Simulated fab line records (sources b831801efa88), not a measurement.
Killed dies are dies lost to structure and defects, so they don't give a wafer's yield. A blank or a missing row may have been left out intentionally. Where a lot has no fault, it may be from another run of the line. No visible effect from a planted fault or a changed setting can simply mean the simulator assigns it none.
Which of the tools did it? -- flow gf180mcu -- Sampling: 7 lots, 21 wafers, 3 of 602 route steps

## WHAT THE GAUGES READ, wafer by wafer
GF_TOP_METAL_RS_MEAS_05: measurement is done with a four-point probe.
lot,measured,on,TOP_METAL_ALCU_RS (ohm/sq)
L400,day 27 18:11,film metro-04,0.0327 0.0330 0.0327
L404,day 29 01:09,film metro-02,0.0325 0.0328 0.0331
L406,day 29 17:23,film metro-01,0.0322 0.0327 0.0325
L408,day 30 10:19,film metro-02,0.0329 0.0325 0.0323
L411,day 31 00:14,film metro-04,0.0330 0.0330 0.0327
L415,day 32 02:50,film metro-04,0.0331 0.0330 0.0330

## EACH LOT AND THE TOOL THAT RAN IT (in order: tool; ch and the chambers of the sampled wafers; start)
lot,GF_V5_SPUTTER_21,GF_V5_CVD_23
L400,"pvd sputter-02, day 27 17:15","cvd w-01 ch 0,1, day 27 17:21"
L404,"pvd sputter-02, day 29 00:11","cvd w-01 ch 0,1, day 29 00:19"
L406,"pvd sputter-04, day 29 16:27","cvd w-01 ch 0, day 29 16:33"
L408,"pvd sputter-04, day 30 09:24","cvd w-02 ch 0,1, day 30 09:30"
L411,"pvd sputter-01, day 30 23:20","cvd w-02 ch 0,1, day 30 23:26"
L415,"pvd sputter-04, day 32 01:54","cvd w-02 ch 0,1, day 32 02:00"
L418,"pvd sputter-02, day 32 20:35","cvd w-02 ch 0,1, day 32 20:43"
- GF_V5_SPUTTER_21: material Ti, target thk 15 nm, time 80.02 s.
- GF_V5_CVD_23: deposits W, target thk 350 nm, time 104.9 s.

## THE ANSWER, worked out from the rows above alone
Rule: usual is defined by the lots themselves. The widest of any qualifying gaps counts: lots, ordered by their means at a reading, are off when they make up no more than a third of the lots, leave a main group of 4 or more, and stand apart from it by 3 or more times the standard deviation of that group's means. If all means in a main group match to the digits the tables above print for the reading, that group is not used. Also off: a lot with no number at a reading for which 4 or more lots have one. The other lots that the step has rows for count as sound.
None of the lots is off at any reading shown; this tells nothing.

## WHAT THE SIMULATOR HAD INSERTED
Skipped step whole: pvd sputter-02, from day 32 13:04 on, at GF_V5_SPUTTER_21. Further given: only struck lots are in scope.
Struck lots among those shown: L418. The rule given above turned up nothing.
